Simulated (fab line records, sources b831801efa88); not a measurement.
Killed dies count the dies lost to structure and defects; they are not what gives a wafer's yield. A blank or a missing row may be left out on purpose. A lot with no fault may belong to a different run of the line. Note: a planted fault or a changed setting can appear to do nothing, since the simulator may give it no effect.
A single fault, viewed from 2 desks / flow sky130 / every desk sees just its own numbers, and what lay behind them comes last

## FOR THE TOOL OWNER'S DESK: litho_track-02
Per lot that ran on this tool, the mean of the sampled wafers carrying a number, from the tool's own readings at SKY_SD_P_SOFTBAKE_03 (time 60 s). If a lot's mean is further than 4 standard deviations from the usual mean, the lot is out of limits and carries the mark OUT (the distance appears in the brackets).
Columns: A = heater_power_total_W at SKY_SD_P_SOFTBAKE_03, usual 56.59 W; B = plate_temp_C at SKY_SD_P_SOFTBAKE_03, usual 89.98 C
lot=L219; first seen here=day 25 18:32; A=56.57; B=90.05
lot=L235; first seen here=day 31 14:08; A=53.52 (-68) OUT; B=86.52 (-31) OUT
lot=L237; first seen here=day 31 19:46; A=53.47 (-69) OUT; B=86.42 (-32) OUT
This desk finds L235, L237 out of limits, L235 being first, at day 31 14:08 (heater_power_total_W at SKY_SD_P_SOFTBAKE_03). L219: within limits.

## METROLOGY DESK
What the gauges read for every lot (on any tool): the sampled wafers with a number, averaged. If a lot's mean is further than 4 standard deviations from the usual mean, the lot is out of limits and carries the mark OUT (the distance appears in the brackets).
Columns: A = cd_nm at SKY_POLY_CUT_CD_MEAS_08, usual 270.2 nm; B = POLY_CUT_OVL at SKY_POLY_CUT_OVL_MEAS_09, usual 2 nm; C = cd_nm at SKY_SD_P_CD_MEAS_07, usual 379.4 nm
lot=L219; first seen here=day 25 03:00; A=270.2; B=3; C=377.6
lot=L218; first seen here=day 25 22:32; A=269.9; B=0; C=381.3
lot=L235; first seen here=day 30 23:29; A=269.5; B=9; C=377.0
lot=L237; first seen here=day 31 05:38; A=270.8; B=8; C=375.9
lot=L238; first seen here=day 31 11:31; A=273.5; B=-1; C=379.9
lot=L240; first seen here=day 32 05:22; A=269.0; B=0; C=379.4
This desk's verdict: no lot among the 6 shows anything out of limits.

## TAKEN TOGETHER
On L235, L237, at day 31 14:08, an alarm was possible from the tool owner's desk.
Nothing out of limits was seen by the metrology desk.
The metrology desk has L235, L237 on record, within its limits.
On litho_track-02, each named lot ran SKY_SD_P_SOFTBAKE_03.

## WHAT WAS PUT IN BY THE SIMULATOR
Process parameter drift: litho_track-02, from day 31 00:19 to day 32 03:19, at SKY_SD_P_SOFTBAKE_03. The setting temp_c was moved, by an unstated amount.
Lots struck among those shown: L235, L237.
Each desk's first reading out of limits, in hours after the fault started: the tool owner's desk, 14.
